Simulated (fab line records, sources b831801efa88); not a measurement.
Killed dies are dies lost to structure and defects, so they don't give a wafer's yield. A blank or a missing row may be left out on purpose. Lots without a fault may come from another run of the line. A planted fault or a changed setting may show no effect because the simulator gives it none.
Chamber matching | flow sfq_line | SFQ_TRILAYER_I4_CMP_CMP_100 on cmp-01: 4 sister chambers
The step polishes SiO2. 20 wafers are shown with their chamber, then 10 later ones without.

WAFERS WITH THEIR CHAMBER
wafer  | chamber | motor_current_A (A) | time_to_endpoint_s (s) | slurry_filter_dp_kPa (kPa)
L683.3 | 1       | 8.9                 | 206                    | 13.59
L683.5 | 1       | 8.6                 | 203                    | 13.53
L683.6 | 2       | 9.6                 | 202                    | 13.57
L684.2 | 1       | 8.3                 | 217                    | 13.50
L684.1 | 0       | 9.7                 | 220                    | 13.45
L684.5 | 1       | 8.6                 | 217                    | 13.67
L686.1 | 1       | 8.5                 | 221                    | 13.59
L686.5 | 3       | 10.9                | 235                    | 13.44
L686.6 | 0       | 9.4                 | 226                    | 13.41
L687.4 | 0       | 9.5                 | 212                    | 13.51
L687.1 | 2       | 9.6                 | 216                    | 13.35
L687.5 | 0       | 9.3                 | 221                    | 13.64
L689.2 | 3       | 10.8                | 221                    | 13.58
L689.1 | 2       | 9.8                 | 226                    | 13.63
L689.6 | 3       | 10.4                | 226                    | 13.51
L692.1 | 1       | 8.9                 | 227                    | 13.62
L692.5 | 2       | 9.8                 | 212                    | 13.42
L692.6 | 3       | 10.7                | 230                    | 13.39
L698.1 | 2       | 9.5                 | 209                    | 13.62
L698.5 | 0       | 9.6                 | 216                    | 13.41

SIGNATURES (means of the wafers above)
reading              | chamber 0 | chamber 1 | chamber 2 | chamber 3 | scatter within a chamber
motor_current_A      | 9.500     | 8.633     | 9.660     | 10.700    | 0.191
time_to_endpoint_s   | 219.00    | 215.17    | 213.00    | 228.00    | 7.69
slurry_filter_dp_kPa | 13.4840   | 13.5833   | 13.5180   | 13.4800   | 0.0935
Rule: a wafer's distance from a chamber is the root of the sum, over the readings, of the square of ((its reading less the chamber's mean) divided by the reading's scatter). The wafer belongs to the nearest chamber; if the next one is less than 2 further off, it can't be placed. The scatter: the root of (the sum of the squares of (reading less its chamber's mean) over the shown wafers, divided by (wafers less chambers)).

WAFERS WITHOUT THEIR CHAMBER
wafer  | motor_current_A (A) | time_to_endpoint_s (s) | slurry_filter_dp_kPa (kPa)
L698.6 | 11.1                | 226                    | 13.35
L699.4 | 8.6                 | 215                    | 13.28
L699.1 | 9.6                 | 205                    | 13.61
L699.6 | 10.1                | 199                    | 13.24
L700.1 | 10.2                | 220                    | 13.46
L700.3 | 9.8                 | 209                    | 13.51
L700.5 | 9.4                 | 219                    | 13.49
L703.1 | 8.8                 | 204                    | 13.55
L703.3 | 9.5                 | 202                    | 13.32
L703.5 | 9.2                 | 197                    | 13.49

WHICH CHAMBER EACH WENT THROUGH
wafer  | from the rows above          | in truth
L698.6 | 3                            | 3
L699.4 | can't be placed: 1 or 0      | 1
L699.1 | can't be placed: 2 or 0      | 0
L699.6 | can't be placed: 2 or 0 or 3 | 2
L700.1 | can't be placed: 3 or 2 or 0 | 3
L700.3 | can't be placed: 2 or 0      | 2
L700.5 | can't be placed: 0 or 2      | 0
L703.1 | 1                            | 1
L703.3 | can't be placed: 2 or 0      | 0
L703.5 | can't be placed: 2 or 0 or 1 | 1
Placed correctly: 2 of 10. Can't be placed from these rows: 8 (the true chamber is among the candidates in 8). Placed wrongly: 0.
